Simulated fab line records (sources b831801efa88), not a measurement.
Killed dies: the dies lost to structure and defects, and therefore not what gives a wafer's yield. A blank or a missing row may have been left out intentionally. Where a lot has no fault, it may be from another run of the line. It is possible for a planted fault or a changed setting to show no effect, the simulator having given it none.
Problem report in the 8D (eight disciplines) form, filled by code | flow gf180mcu | the parts of the form that need people (team, actions taken, sign-off) are left out

1. WHAT WENT WRONG
HV_LDD_3_TW at GF_HV_LDD_TW_MEAS_38 reads a mean of 1820 on 6 wafers of 2 lots; wafers without a fault read 1448 with a standard deviation of 11. That puts it +34 standard deviations away from the usual mean.
First seen on wafer L595.2, day 17 14:04, on film metro-04. The record holds 39 wafers of 13 lots with a number at this step. By rule, "out" or "out of limits" means more than 4 standard deviations away from the usual mean. The other wafers with a number count as sound.

2. WHAT IT IS, AND WHAT IT ISN'T
question                    | is                     | is not
which readings at this step | HV_LDD_3_TW            | -
which lots                  | L595, L596             | L578, L579, L580, L583, L584, L586, L587, L588, L589, L592, L593
which wafers of those lots  | all that have a number | -
read on which gauges        | film metro-04          | film metro-02, film metro-03
when                        | from day 17 14:04      | up to then (33 sound wafers)

3. SUSPECTS, AND WHAT RULES EACH OUT
Counting: any tool at a process step up to the reading is kept as a suspect provided that every lot that is out went through it and no sound lot did after the first of them.
- the gauge at GF_HV_LDD_TW_MEAS_38 has been ruled out. All the wafers that are out were read on film metro-04, but those of them that GF_HV_LDD_IMPLANT_36 has rows for are out there too, on other tools.
- implanter-04 at GF_HV_LDD_IMPLANT_36: kept. It ran every lot that is out, first L595 (day 17 13:50), and no sound lot after that; its last sound lot up to then is L592 (day 16 11:06). Its own dose ions cm2, faraday current uA readings are out on those wafers.
After counting, what remains is implanter-04 at GF_HV_LDD_IMPLANT_36.

4. THE CAUSE (what the simulator had put in)
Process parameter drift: implanter-04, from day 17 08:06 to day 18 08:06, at GF_HV_LDD_IMPLANT_36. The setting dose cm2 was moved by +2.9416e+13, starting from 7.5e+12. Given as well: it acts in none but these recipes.
This tool alone remained once counting was done.

5. THE CHAIN OF EFFECTS, in route order
Rows list readings where the struck wafers' mean (over those with a number) sits beyond 3 standard deviations from the usual. Readings are gone through only where the record gives a usual standard deviation; hours: the median, over the lots, of the time from a lot's start at the first step in this table giving one to that lot's start at this step; sigmas: the change measured in usual standard deviations.
hours | step                 | reading            | usual        | on struck wafers | change     | sigmas
0     | GF_HV_LDD_IMPLANT_36 | dose ions cm2      | 7.497e+12    | 3.691e+13        | +2.941e+13 | +99 or more
0     | GF_HV_LDD_IMPLANT_36 | faraday current uA | 42.4         | 209.5            | +167.1     | +99 or more
0     | GF_HV_LDD_TW_MEAS_38 | HV_LDD_3_TW        | 1448         | 1820             | +372       | +34
24    | GF_HV_LDD_RS_MEAS_53 | HV_LDD_RS          | 418.5 ohm/sq | 354.0            | -64.5      | -65
Process steps it contains:
- GF_HV_LDD_IMPLANT_36
Later steps that measure or inspect, where all struck wafers having a row at the step show a number for every such reading and not one has moved that far: GF_NSD_OVL_MEAS_08.

6. HOW IT WOULD HAVE BEEN CAUGHT EARLIER
Counted from the fault's start at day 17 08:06, it took 6 hours until the first out-of-limits reading at a measuring or inspecting step in this record, taken at day 17 14:04.
Tool's own readings at GF_HV_LDD_IMPLANT_36, dose ions cm2, faraday current uA: out on all struck wafers the step has rows for; an alarm limit on them would have tripped on the first.
Among the 2 lots that are out, L596 began GF_HV_LDD_IMPLANT_36 on implanter-04 after day 17 14:04. Holding the tool at that time would have saved it.
